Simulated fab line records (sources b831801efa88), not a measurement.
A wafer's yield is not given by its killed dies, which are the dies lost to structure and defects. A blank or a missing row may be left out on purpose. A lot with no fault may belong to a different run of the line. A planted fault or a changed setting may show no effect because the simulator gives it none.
Which tool is to blame? -- flow sky130 -- 11 lots with 33 wafers sampled at 4 steps, on a route of 708 steps

## WHAT THE GAUGES READ, wafer by wafer
SKY_VIA4_OVL_MEAS_11. Usual: VIA4_OVL typically reads 0.0 nm, with standard deviation 1.5.
lot,measured,on,VIA4_OVL (nm),flag
L334,day 42 21:22,overlay-01,1.5 1.7 3.5,
L336,day 43 07:56,overlay-02,-0.7 -0.5 -1.0,
L337,day 43 19:11,overlay-02,-0.4 -2.1 -0.7,
L338,day 44 09:35,overlay-01,2.7 2.0 2.7,
L347,day 47 05:04,overlay-02,1.0 0.5 -0.1,
L348,day 47 05:08,overlay-01,-0.8 -1.0 0.3,
L350,day 47 11:53,overlay-01,1.4 1.7 2.2,
L352,day 47 12:45,overlay-02,0.0 0.2 0.6,
L354,day 47 21:37,overlay-01,-1.6 -1.2 -3.1,
L355,day 48 09:41,overlay-01,-0.8 -1.8 0.6,
L356,day 48 16:19,overlay-02,-0.9 -1.0 -1.4,

SKY_PASSIVATION_THK_MEAS_03. Usual: PASSIVATION_CVD_02_THK typically reads 542 nm, with standard deviation 7.7.
lot,measured,on,PASSIVATION_CVD_02_THK (nm),flag
L334,day 43 23:01,film_metro-01,531 555 543,
L336,day 44 09:05,film_metro-03,885 903 907,OFF
L337,day 44 19:41,film_metro-03,541 524 545,
L338,day 45 09:01,film_metro-01,559 551 905,OFF
L347,day 48 02:27,film_metro-01,546 548 552,
L348,day 48 03:18,film_metro-01,540 546 556,
L350,day 48 09:55,film_metro-03,535 532 542,
L352,day 48 11:20,film_metro-04,535 547 546,
L354,day 48 19:47,film_metro-01,542 553 545,
L355,day 49 06:37,film_metro-01,537 538 540,
L356,day 49 13:31,film_metro-01,533 535 542,

## WHAT TOOL EACH LOT RAN ON (gives the tool, then ch and the chambers of the sampled wafers, and finally the start)
lot,SKY_PASSIVATION_CVD_00,SKY_PASSIVATION_CVD_02
L334,"pecvd-04 ch 1,2, day 43 22:42","pecvd-01 ch 0,2, day 43 22:47"
L336,"pecvd-04 ch 0,1,2, day 44 08:39","pecvd-01 ch 0, day 44 08:44"
L337,"pecvd-01 ch 0,2, day 44 19:22","pecvd-03 ch 1,2, day 44 19:26"
L338,"pecvd-04 ch 0,1,2, day 45 08:43","pecvd-01 ch 0,1,2, day 45 08:48"
L347,"pecvd-03 ch 0,1, day 48 02:01","pecvd-01 ch 1,2, day 48 02:06"
L348,"pecvd-03 ch 1,2, day 48 02:52","pecvd-01 ch 1,2, day 48 02:57"
L350,"pecvd-04 ch 1,2, day 48 09:35","pecvd-03 ch 0,1, day 48 09:40"
L352,"pecvd-03 ch 0,1,2, day 48 10:55","pecvd-01 ch 1,2, day 48 11:00"
L354,"pecvd-04 ch 0,1,2, day 48 19:28","pecvd-03 ch 1,2, day 48 19:33"
L355,"pecvd-04 ch 0,1,2, day 49 06:19","pecvd-01 ch 1,2, day 49 06:23"
L356,"pecvd-03 ch 1,2, day 49 13:11","pecvd-04 ch 0,1, day 49 13:16"
- SKY_PASSIVATION_CVD_00: deposits SiO2, target thk 90 nm.
- SKY_PASSIVATION_CVD_02: deposits Si3N4, target thk 540 nm.

## WHAT THE TOOLS THEMSELVES READ (means of the sampled wafers that have a number; where no wafer has one, the mark that the record gives instead)
SKY_PASSIVATION_CVD_00. Usual: heater_power_outer_w 351 W, standard deviation 72; heater_power_w 635 W, standard deviation 90; rf_fwd_power_W 588 W, standard deviation 3.8.
lot,tool,heater_power_outer_w (W),heater_power_w (W),rf_fwd_power_W (W),flag
L334,pecvd-04,306,569,587,
L336,pecvd-04,315,577,589,
L337,pecvd-01,369,611,589,
L338,pecvd-04,280,550,589,
L347,pecvd-03,317,619,587,
L348,pecvd-03,348,653,585,
L350,pecvd-04,307,587,588,
L352,pecvd-03,372,690,588,
L354,pecvd-04,285,547,590,
L355,pecvd-04,307,587,589,
L356,pecvd-03,318,632,586,

SKY_PASSIVATION_CVD_02. Usual: heater_power_outer_w 412 W, standard deviation 73; heater_power_w 710 W, standard deviation 94; rf_fwd_power_W 449.1 W, standard deviation 1.4.
lot,tool,heater_power_outer_w (W),heater_power_w (W),rf_fwd_power_W (W),flag
L334,pecvd-01,440,685,448.5,
L336,pecvd-01,483,718,450.5,
L337,pecvd-03,378,708,448.6,
L338,pecvd-01,465,757,450.0,
L347,pecvd-01,438,729,450.6,
L348,pecvd-01,475,782,448.7,
L350,pecvd-03,410,740,449.2,
L352,pecvd-01,410,687,450.6,
L354,pecvd-03,385,720,448.1,
L355,pecvd-01,420,728,448.8,
L356,pecvd-04,322,597,448.9,

## THE ANSWER, worked out from the rows above alone
Rule: take the mean of a lot's wafers that have a number; if it is more than 3 standard deviations from the usual mean, the lot is off. A lot without any number at a reading at which 4 lots or more have one is off too. Any other lot the step has rows for is counted as sound. First the gauges in route order, then the tools' own readings, where a lot's mean is used as printed above. At the first step where some lot is off, the reading lying furthest off is the one used; lots without a number count as furthest.
Off: at SKY_PASSIVATION_THK_MEAS_03 (PASSIVATION_CVD_02_THK), L336, L338.
If a tool, at a process step before that reading, ran all the lots that are off and no sound lot after the first of them, it fits. The gauges at SKY_PASSIVATION_THK_MEAS_03 are tried like those tools. None of those tried fits.

## WHAT THE SIMULATOR HAD INSERTED
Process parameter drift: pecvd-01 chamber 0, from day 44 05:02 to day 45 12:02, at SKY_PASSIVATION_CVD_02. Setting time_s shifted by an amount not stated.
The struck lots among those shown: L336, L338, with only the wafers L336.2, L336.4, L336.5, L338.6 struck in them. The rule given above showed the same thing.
